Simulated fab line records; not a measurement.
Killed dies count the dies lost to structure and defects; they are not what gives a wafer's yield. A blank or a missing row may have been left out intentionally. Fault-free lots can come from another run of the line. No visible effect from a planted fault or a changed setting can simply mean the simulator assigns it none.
Which tool was responsible? ; flow gf180mcu ; 7 lots, 21 wafers sampled, at 1 step of a route of 602

WHAT THE GAUGES READ, wafer by wafer
GF_M1_CD_MEAS_14: the cd target is 230 nm.
lot;measured;on;cd_nm (nm)
L661;day 17 08:37;cd_sem-02;229.9 229.4 228.9
L664;day 18 10:31;cd_sem-01;229.4 230.3 229.8
L666;day 19 09:21;cd_sem-02;230.6 230.5 229.5
L670;day 21 09:38;cd_sem-02;229.8 231.5 231.0
L673;day 22 05:55;cd_sem-02;229.6 230.2 228.7
L680;day 24 04:27;cd_sem-01;227.8 228.7 227.3
L682;day 24 19:43;cd_sem-01;230.3 230.9 231.4

TOOL THAT RAN EACH LOT (tool first, then ch and the chambers of the sampled wafers, then the start)
The record shows no process step preceding these readings.

THE ANSWER, worked out from the rows above alone
Rule: the lots themselves supply what counts as usual. The widest of any qualifying gaps counts: lots, ordered by their means at a reading, are off when they make up no more than a third of the lots, leave a main group of 4 or more, and stand apart from it by 3 or more times the standard deviation of that group's means. The tables above print the reading to a certain number of digits; a main group whose means all agree to those digits is not used. Also off: a lot with no number at a reading for which 4 or more lots have one. Any other lot the step has rows for is counted as sound.
No lot is off at any reading shown: from this, nothing can be told.

WHAT THE SIMULATOR HAD INSERTED
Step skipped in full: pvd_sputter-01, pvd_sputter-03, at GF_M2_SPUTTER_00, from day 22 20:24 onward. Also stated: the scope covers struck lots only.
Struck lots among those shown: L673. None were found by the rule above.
